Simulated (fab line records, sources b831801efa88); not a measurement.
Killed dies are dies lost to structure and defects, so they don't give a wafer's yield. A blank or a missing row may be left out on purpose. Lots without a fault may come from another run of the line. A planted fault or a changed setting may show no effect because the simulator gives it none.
Which tool did it? | flow gf180mcu | 12 lots, 36 wafers sampled, at 6 steps of a route of 602

WHAT THE GAUGES READ, wafer by wafer
GF_LVPWELL_OVL_MEAS_07.
lot  | measured    | on         | LVPWELL_OVL (nm)
L564 | day 3 22:34 | overlay-01 | 0.2 -0.3 -3.1
L566 | day 4 09:02 | overlay-01 | 3.1 2.5 1.9
L568 | day 4 23:02 | overlay-02 | 0.0 0.1 -0.1
L569 | day 5 01:54 | overlay-02 | 3.9 3.4 4.2
L572 | day 5 18:05 | overlay-02 | -1.3 0.3 0.1
L580 | day 7 20:03 | overlay-02 | - - -
L582 | day 8 07:05 | overlay-01 | 1.6 1.9 0.9
L583 | day 8 13:25 | overlay-01 | 2.3 2.5 2.4
L584 | day 8 14:02 | overlay-02 | 3.0 -0.5 1.7
L585 | day 8 17:59 | overlay-01 | 2.0 2.4 0.2
L586 | day 9 04:43 | overlay-02 | -0.8 1.4 -0.9
L587 | day 9 08:09 | overlay-01 | 2.3 2.5 2.0

GF_LVPWELL_TW_MEAS_11.
lot  | measured    | on            | LVPWELL_TW
L564 | day 3 23:01 | film_metro-03 | 568 564 563
L566 | day 4 09:28 | film_metro-03 | 559 561 560
L568 | day 4 23:28 | film_metro-02 | 556 556 556
L569 | day 5 02:20 | film_metro-02 | 559 559 557
L572 | day 5 18:31 | film_metro-01 | 565 567 564
L580 | day 7 20:29 | film_metro-02 | 30 30 30 30 30 30
L582 | day 8 07:31 | film_metro-01 | 563 564 563
L583 | day 8 13:51 | film_metro-02 | 553 554 555
L584 | day 8 14:28 | film_metro-01 | 568 563 563
L585 | day 8 18:26 | film_metro-03 | 569 567 567
L586 | day 9 05:10 | film_metro-03 | 565 563 562
L587 | day 9 08:35 | film_metro-02 | 554 556 553

GF_CONTACT_THK_MEAS_03.
lot  | measured     | on            | CONTACT_CVD_02_THK (nm)
L564 | day 15 04:22 | film_metro-03 | 862 866 882
L566 | day 15 20:17 | film_metro-02 | 865 880 863
L568 | day 16 16:36 | film_metro-01 | 843 836 852
L569 | day 16 23:50 | film_metro-03 | 846 872 859
L572 | day 18 01:49 | film_metro-03 | 860 863 879
L582 | day 22 02:26 | film_metro-02 | 860 850 854
L583 | day 22 14:02 | film_metro-02 | 855 854 859
L584 | day 22 10:58 | film_metro-01 | 850 842 861
L585 | day 22 16:53 | film_metro-03 | 853 850 867
L586 | day 23 07:42 | film_metro-01 | 854 862 863
L587 | day 23 11:52 | film_metro-03 | 855 873 861

GF_V1_THK_MEAS_25: measures by xrf.
lot  | measured     | on            | V1_W_THK (nm)
L564 | day 18 03:34 | film_metro-01 | 344 339 339
L566 | day 18 21:50 | film_metro-04 | 340 352 337
L568 | day 19 21:17 | film_metro-02 | 343 340 338
L569 | day 20 04:15 | film_metro-04 | 340 342 344
L572 | day 21 06:38 | film_metro-04 | 344 346 345
L582 | day 25 02:53 | film_metro-02 | 346 341 346
L583 | day 25 13:36 | film_metro-04 | 346 343 348
L584 | day 25 10:39 | film_metro-02 | 346 345 340
L585 | day 25 16:36 | film_metro-01 | 349 339 349
L586 | day 26 06:33 | film_metro-04 | 344 346 344
L587 | day 26 09:26 | film_metro-04 | 345 347 347

WHICH TOOL RAN EACH LOT (tool, then ch and the chambers of the sampled wafers, then the start)
lot  | GF_LVPWELL_EXPOSE_04               | GF_V1_SPUTTER_21
L564 | iline_stepper-01 ch 0, day 3 16:06 | pvd_sputter-01, day 18 03:13
L566 | iline_stepper-02 ch 0, day 4 02:17 | pvd_sputter-01, day 18 21:31
L568 | iline_stepper-01 ch 0, day 4 16:31 | pvd_sputter-01, day 19 20:58
L569 | iline_stepper-01 ch 0, day 4 19:10 | pvd_sputter-01, day 20 03:55
L572 | iline_stepper-01 ch 0, day 5 11:20 | pvd_sputter-02, day 21 06:19
L580 | iline_stepper-02 ch 0, day 7 12:26 | -
L582 | iline_stepper-02 ch 0, day 7 22:53 | pvd_sputter-01, day 25 02:34
L583 | iline_stepper-02 ch 0, day 8 05:17 | pvd_sputter-01, day 25 13:15
L584 | iline_stepper-02 ch 0, day 8 06:05 | pvd_sputter-04, day 25 10:19
L585 | iline_stepper-02 ch 0, day 8 10:13 | pvd_sputter-02, day 25 16:16
L586 | iline_stepper-01 ch 0, day 8 19:46 | pvd_sputter-02, day 26 06:12
L587 | iline_stepper-02 ch 0, day 9 00:16 | pvd_sputter-01, day 26 09:07
- GF_LVPWELL_EXPOSE_04: exposes mask LVPWELL, target cd 600 nm.
- GF_V1_SPUTTER_21: material Ti, target thk 15 nm, time 80.02 s.

WHAT THE TOOLS THEMSELVES READ (means of the sampled wafers that have a number; where no wafer has one, the mark that the record gives instead)
GF_LVPWELL_EXPOSE_04.
lot  | tool             | focus_offset_nm (nm)
L564 | iline_stepper-01 | 0.7
L566 | iline_stepper-02 | 0.4
L568 | iline_stepper-01 | 0.3
L569 | iline_stepper-01 | -0.6
L572 | iline_stepper-01 | 0.2
L580 | iline_stepper-02 | 0.9
L582 | iline_stepper-02 | 0.3
L583 | iline_stepper-02 | 0.1
L584 | iline_stepper-02 | 0.5
L585 | iline_stepper-02 | 0.1
L586 | iline_stepper-01 | -0.3
L587 | iline_stepper-02 | 0.7

GF_V1_SPUTTER_21.
lot  | tool           | cathode_dc_power_W (W) | throttle_valve_pct (%)
L564 | pvd_sputter-01 | 2500.1                 | 30.2
L566 | pvd_sputter-01 | 2500.1                 | 29.9
L568 | pvd_sputter-01 | 2500.0                 | 30.1
L569 | pvd_sputter-01 | 2500.4                 | 29.2
L572 | pvd_sputter-02 | 2499.8                 | 30.8
L582 | pvd_sputter-01 | 2500.5                 | 30.1
L583 | pvd_sputter-01 | 2499.8                 | 29.7
L584 | pvd_sputter-04 | 2500.1                 | 29.9
L585 | pvd_sputter-02 | 2500.1                 | 30.6
L586 | pvd_sputter-02 | 2499.9                 | 30.9
L587 | pvd_sputter-01 | 2500.9                 | 30.1

THE ANSWER, worked out from the rows above alone
Rule: what is usual is taken from the lots themselves. Put in order of their means at a reading, lots are off if they are a third of the lots or fewer, leave a main group of 4 or more, and stand apart from it by a gap of 3 or more times the standard deviation of the main group's means; of several such gaps the widest counts. A main group whose means are all the same, to the digits that the tables above print for the reading, isn't used. A lot without any number at a reading at which 4 lots or more have one is off too. The other lots that the step has rows for count as sound. The gauges are gone through in route order, then the tools' own readings, and for those a lot's mean is taken as printed above. The first step at which some lot is off is used, and at that step the reading that is off furthest; a lot without a number counts as furthest.
Off: L580, at GF_LVPWELL_OVL_MEAS_07 (LVPWELL_OVL). Without a number there: L580. The main group: mean 1.3 nm, standard deviation 1.4.
A tool fits if, at a process step before that reading, it ran every lot that is off, and no sound lot after the first of them. The gauges at GF_LVPWELL_OVL_MEAS_07 aren't tried: what is off there is off at GF_LVPWELL_TW_MEAS_11 too, on other tools, and a gauge's error can't cause that. None of those tried fits.

WHAT THE SIMULATOR HAD PUT IN
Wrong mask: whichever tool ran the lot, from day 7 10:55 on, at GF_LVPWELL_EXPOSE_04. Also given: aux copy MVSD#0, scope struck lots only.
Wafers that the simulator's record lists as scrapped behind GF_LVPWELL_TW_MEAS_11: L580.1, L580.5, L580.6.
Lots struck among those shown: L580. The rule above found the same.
